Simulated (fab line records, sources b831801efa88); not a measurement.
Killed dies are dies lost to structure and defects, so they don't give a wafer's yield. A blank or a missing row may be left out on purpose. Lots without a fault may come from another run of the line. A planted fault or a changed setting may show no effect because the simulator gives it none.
Chamber matching | flow sky130 | SKY_CONTACT_ETCH_17 on rie_diel-02: 4 sister chambers
The step etches SiO2 in C4F8/O2/Ar, stops on Si3N4, target depth 340 nm. 16 wafers are shown with their chamber, then 8 later ones without.

WAFERS WITH THEIR CHAMBER
wafer  | chamber | oes_product_au (a.u.)
L074.2 | 0       | 0.892
L074.5 | 1       | 0.897
L074.6 | 0       | 0.887
L076.1 | 1       | 0.891
L076.3 | 0       | 0.886
L076.6 | 2       | 0.887
L077.2 | 2       | 0.896
L077.4 | 3       | 0.888
L077.5 | 3       | 0.891
L080.1 | 2       | 0.893
L080.2 | 3       | 0.895
L080.5 | 1       | 0.895
L083.2 | 3       | 0.893
L083.5 | 3       | 0.891
L083.6 | 2       | 0.890
L084.1 | 3       | 0.887

SIGNATURES (means of the wafers above)
reading        | chamber 0 | chamber 1 | chamber 2 | chamber 3 | scatter within a chamber
oes_product_au | 0.88833   | 0.89433   | 0.89150   | 0.89083   | 0.00328
Rule: a wafer's distance from a chamber is the root of the sum, over the readings, of the square of ((its reading less the chamber's mean) divided by the reading's scatter). The wafer belongs to the nearest chamber; if the next one is less than 2 further off, it can't be placed. The scatter: the root of (the sum of the squares of (reading less its chamber's mean) over the shown wafers, divided by (wafers less chambers)).

WAFERS WITHOUT THEIR CHAMBER
wafer  | oes_product_au (a.u.)
L084.4 | 0.890
L084.5 | 0.892
L088.3 | 0.894
L088.4 | 0.897
L088.5 | 0.887
L095.2 | 0.888
L095.3 | 0.895
L095.6 | 0.893

WHICH CHAMBER EACH WENT THROUGH
wafer  | from the rows above               | in truth
L084.4 | can't be placed: 3 or 2 or 0 or 1 | 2
L084.5 | can't be placed: 2 or 3 or 1 or 0 | 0
L088.3 | can't be placed: 1 or 2 or 3 or 0 | 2
L088.4 | can't be placed: 1 or 2 or 3 or 0 | 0
L088.5 | can't be placed: 0 or 3 or 2 or 1 | 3
L095.2 | can't be placed: 0 or 3 or 2 or 1 | 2
L095.3 | can't be placed: 1 or 2 or 3 or 0 | 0
L095.6 | can't be placed: 1 or 2 or 3 or 0 | 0
Placed correctly: 0 of 8. Can't be placed from these rows: 8 (the true chamber is among the candidates in 8). Placed wrongly: 0.
